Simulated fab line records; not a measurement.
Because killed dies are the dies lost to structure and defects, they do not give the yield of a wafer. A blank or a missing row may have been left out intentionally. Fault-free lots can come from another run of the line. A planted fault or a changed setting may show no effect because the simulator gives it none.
A struck lot beside a sound one / flow sky130 / 15 out of 708 route steps
Sound: these wafers, L881.1, L881.3, L881.5. Struck: wafer L885.2. (L885.1, L885.4 of the same lot were not struck and are left out.) The cause comes at the end.
Each step with rows lists, per side, the tool, then ch with its chambers, then its first start. Under that, the readings that differ: sound wafers / struck wafers / difference of the means / sigmas: that difference in standard deviations of wafers without a fault.
alike: words and numbers the same on both sides, and readings whose means are apart by under 2 such deviations; not compared: readings that were withheld, readings missing a value for some wafer, numbers with overlapping values and no deviation given by the record, and bounds like >300 which may hide the same value.
Wherever a step has rows on one side only, a row that says differs or no value, or a row with sigmas, the two part there. Numbers that don't overlap but have no deviation are shown without sigmas and don't part them. A reading missing from all wafers of one side parts the sides only when that side holds two or more wafers.

SKY_VT_ADJUST_NCORE_STRIP_10: strips in O2/N2.
  sound on plasma asher-01 ch 0,1, day 10 06:32; struck on plasma asher-03 ch 0, day 11 19:08
reading=oes product au (a.u.); sound=0.712 0.722 0.726; struck=0.704; difference=-0.016; sigmas=-3
  alike: drypump motor current A, strip time to endpoint s
  not compared: rf hours counter h
SKY_VT_ADJUST_NCORE_TW_MEAS_11:
  struck on film metro-02, day 11 19:14; sound on film metro-02, day 10 06:38
  alike: VT_ADJUST_NCORE_TW
then, 7 steps without rows for these wafers: SKY_VT_ADJUST_HVTR_DEHYDRATE_00 (time 60 s); SKY_VT_ADJUST_HVTR_HMDS_01 (prime time 60 s); SKY_VT_ADJUST_HVTR_COAT_02 (resist thk 1140 nm); SKY_VT_ADJUST_HVTR_SOFTBAKE_03 (time 60 s); SKY_VT_ADJUST_HVTR_EXPOSE_04 (exposes mask HVTRM, target cd 380 nm); SKY_VT_ADJUST_HVTR_PEB_05; SKY_VT_ADJUST_HVTR_DEVELOP_06 (develop time 60 s).
SKY_VT_ADJUST_HVTR_CD_MEAS_07: target cd 380 nm.
  struck on cd sem-02, day 12 19:41; sound on cd sem-01, day 11 05:02
  alike: cd nm
SKY_VT_ADJUST_HVTR_OVL_MEAS_08:
  struck on overlay-02, day 12 19:48; sound on overlay-02, day 11 05:09
  alike: VT_ADJUST_HVTR_OVL
following that, these wafers have no rows for 1 step: SKY_VT_ADJUST_HVTR_IMPLANT_09.
SKY_VT_ADJUST_HVTR_STRIP_10: strips in O2/N2.
  sound on plasma asher-04 ch 0,1, day 11 05:20; struck on plasma asher-02 ch 0, day 12 19:59
reading=oes product au (a.u.); sound=0.717 0.711 0.710; struck=0.749; difference=+0.036; sigmas=+8
reading=strip time to endpoint s (s); sound=14.17 14.14 14.16; struck=13.37; difference=-0.79; sigmas=-23
  alike: drypump motor current A
  not compared: rf hours counter h
SKY_VT_ADJUST_HVTR_TW_MEAS_11:
  struck on film metro-01, day 12 20:05; sound on film metro-03, day 11 05:26
  alike: VT_ADJUST_HVTR_TW
-- record jumps: 36 days separate the struck wafers' starts on either side; left off in module VT_ADJUST_HVTR, taken up again in module PAD_OPEN, whose first shown step is the route's number 708 --
SKY_PAD_OPEN_PROBE_99:
  record: rows for the struck wafers here (prober-01, day 48 13:05), none for the sound ones

WHERE THEY PART
Earliest at SKY_VT_ADJUST_NCORE_STRIP_10; latest, in this record, at SKY_PAD_OPEN_PROBE_99.

WHY: the cause the simulator had injected
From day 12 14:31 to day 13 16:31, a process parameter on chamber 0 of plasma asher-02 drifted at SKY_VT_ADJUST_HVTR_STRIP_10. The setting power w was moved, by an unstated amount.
